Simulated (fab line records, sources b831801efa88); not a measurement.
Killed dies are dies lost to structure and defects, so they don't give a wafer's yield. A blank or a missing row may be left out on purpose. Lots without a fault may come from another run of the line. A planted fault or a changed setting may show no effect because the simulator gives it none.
Which tool did it? | flow gf180mcu | 6 lots, 18 wafers sampled, at 4 steps of a route of 602

WHAT THE GAUGES READ, wafer by wafer
GF_PSD_RS_MEAS_14: measures by four-point-probe.
lot  | measured     | on            | NSD_RS (ohm/sq)
L359 | day 14 23:11 | film_metro-02 | 46.17 46.26 46.10
L363 | day 16 09:41 | film_metro-01 | 46.54 46.56 46.53
L365 | day 17 01:29 | film_metro-04 | 46.17 46.34 46.18
L375 | day 20 19:58 | film_metro-02 | 46.05 46.23 46.08
L376 | day 21 09:05 | film_metro-01 | 46.20 46.17 46.11
L379 | day 21 23:37 | film_metro-04 | 46.18 46.19 46.36

WHICH TOOL RAN EACH LOT (tool, then ch and the chambers of the sampled wafers, then the start)
lot  | GF_HV_LDD_RTA_52                 | GF_NSD_IMPLANT_10               | GF_PSD_RTA_13
L359 | rtp_anneal-02 ch 0, day 13 01:05 | implanter-02 ch 0, day 14 00:58 | rtp_anneal-01 ch 0, day 14 23:05
L363 | rtp_anneal-01 ch 0, day 14 11:23 | implanter-02 ch 0, day 15 11:05 | rtp_anneal-02 ch 0, day 16 09:36
L365 | rtp_anneal-01 ch 0, day 15 01:49 | implanter-01 ch 0, day 16 02:04 | rtp_anneal-01 ch 0, day 17 01:23
L375 | rtp_anneal-01 ch 0, day 18 15:35 | implanter-01 ch 0, day 19 18:52 | rtp_anneal-01 ch 0, day 20 19:53
L376 | rtp_anneal-02 ch 0, day 19 04:13 | implanter-01 ch 0, day 20 07:49 | rtp_anneal-02 ch 0, day 21 08:59
L379 | rtp_anneal-01 ch 0, day 19 19:47 | implanter-02 ch 0, day 20 23:35 | rtp_anneal-01 ch 0, day 21 23:32
- GF_HV_LDD_RTA_52: time 10 s.
- GF_NSD_IMPLANT_10
- GF_PSD_RTA_13: time 20 s.

THE ANSWER, worked out from the rows above alone
Rule: what is usual is taken from the lots themselves. Put in order of their means at a reading, lots are off if they are a third of the lots or fewer, leave a main group of 4 or more, and stand apart from it by a gap of 3 or more times the standard deviation of the main group's means; of several such gaps the widest counts. A main group whose means are all the same, to the digits that the tables above print for the reading, isn't used. A lot without any number at a reading at which 4 lots or more have one is off too. The other lots that the step has rows for count as sound.
Off: L363, at GF_PSD_RS_MEAS_14 (NSD_RS). The main group: mean 46.19 ohm/sq, standard deviation 0.045.
A tool fits if, at a process step before that reading, it ran every lot that is off, and no sound lot after the first of them. The gauges at GF_PSD_RS_MEAS_14 are tried like those tools. None of those tried fits.

WHAT THE SIMULATOR HAD PUT IN
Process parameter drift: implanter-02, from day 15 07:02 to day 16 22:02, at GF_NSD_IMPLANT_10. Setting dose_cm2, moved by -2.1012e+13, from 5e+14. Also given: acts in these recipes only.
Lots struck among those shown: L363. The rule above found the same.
